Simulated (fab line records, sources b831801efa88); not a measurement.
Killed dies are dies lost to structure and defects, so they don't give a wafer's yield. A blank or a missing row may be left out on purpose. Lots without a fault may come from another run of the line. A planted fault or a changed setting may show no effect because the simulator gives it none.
Which tool did it? | flow sky130 | 6 lots, 18 wafers sampled, at 4 steps of a route of 708

WHAT THE GAUGES READ, wafer by wafer
SKY_CONTACT_THK_MEAS_03.
lot  | measured     | on            | CONTACT_HDPCVD_THK (nm)
L560 | day 30 21:50 | film_metro-01 | 569 569 576
L564 | day 32 14:44 | film_metro-01 | 565 562 565
L567 | day 33 10:37 | film_metro-01 | 561 528 555
L570 | day 34 10:35 | film_metro-02 | 530 563 536
L580 | day 36 23:11 | film_metro-02 | 571 571 576
L582 | day 37 18:29 | film_metro-01 | 562 563 563

WHICH TOOL RAN EACH LOT (tool, then ch and the chambers of the sampled wafers, then the start)
lot  | SKY_LDD_HVN_STRIP_09                 | SKY_CONTACT_CVD_00              | SKY_CONTACT_HDPCVD_02
L560 | plasma_asher-02 ch 0,1, day 20 18:23 | pecvd-02 ch 1,2, day 30 21:41   | hdpcvd-02 ch 0,1,2, day 30 21:46
L564 | plasma_asher-04 ch 0,1, day 22 20:35 | pecvd-04 ch 0,1,2, day 32 14:34 | hdpcvd-02 ch 1,2, day 32 14:40
L567 | plasma_asher-01 ch 0,1, day 23 17:17 | pecvd-02 ch 1,2, day 33 10:28   | hdpcvd-02 ch 0,2, day 33 10:33
L570 | plasma_asher-02 ch 1, day 24 19:44   | pecvd-01 ch 0,1,2, day 34 10:25 | hdpcvd-02 ch 0,1, day 34 10:31
L580 | plasma_asher-02 ch 0,1, day 27 14:50 | pecvd-02 ch 0,2, day 36 22:58   | hdpcvd-01 ch 1,2, day 36 23:04
L582 | plasma_asher-04 ch 1, day 28 12:26   | pecvd-01 ch 0,1, day 37 18:20   | hdpcvd-02 ch 0,1,2, day 37 18:25
- SKY_LDD_HVN_STRIP_09: strips in O2/N2.
- SKY_CONTACT_CVD_00: deposits Si3N4, target thk 75 nm.
- SKY_CONTACT_HDPCVD_02: deposits SiO2, target thk 565 nm, time 94.2 s.

THE ANSWER, worked out from the rows above alone
Rule: what is usual is taken from the lots themselves. Put in order of their means at a reading, lots are off if they are a third of the lots or fewer, leave a main group of 4 or more, and stand apart from it by a gap of 3 or more times the standard deviation of the main group's means; of several such gaps the widest counts. A main group whose means are all the same, to the digits that the tables above print for the reading, isn't used. A lot without any number at a reading at which 4 lots or more have one is off too. The other lots that the step has rows for count as sound.
Off: L567, L570, at SKY_CONTACT_THK_MEAS_03 (CONTACT_HDPCVD_THK). The main group: mean 568 nm, standard deviation 4.4.
A tool fits if, at a process step before that reading, it ran every lot that is off, and no sound lot after the first of them. The gauges at SKY_CONTACT_THK_MEAS_03 are tried like those tools. None of those tried fits.

WHAT THE SIMULATOR HAD PUT IN
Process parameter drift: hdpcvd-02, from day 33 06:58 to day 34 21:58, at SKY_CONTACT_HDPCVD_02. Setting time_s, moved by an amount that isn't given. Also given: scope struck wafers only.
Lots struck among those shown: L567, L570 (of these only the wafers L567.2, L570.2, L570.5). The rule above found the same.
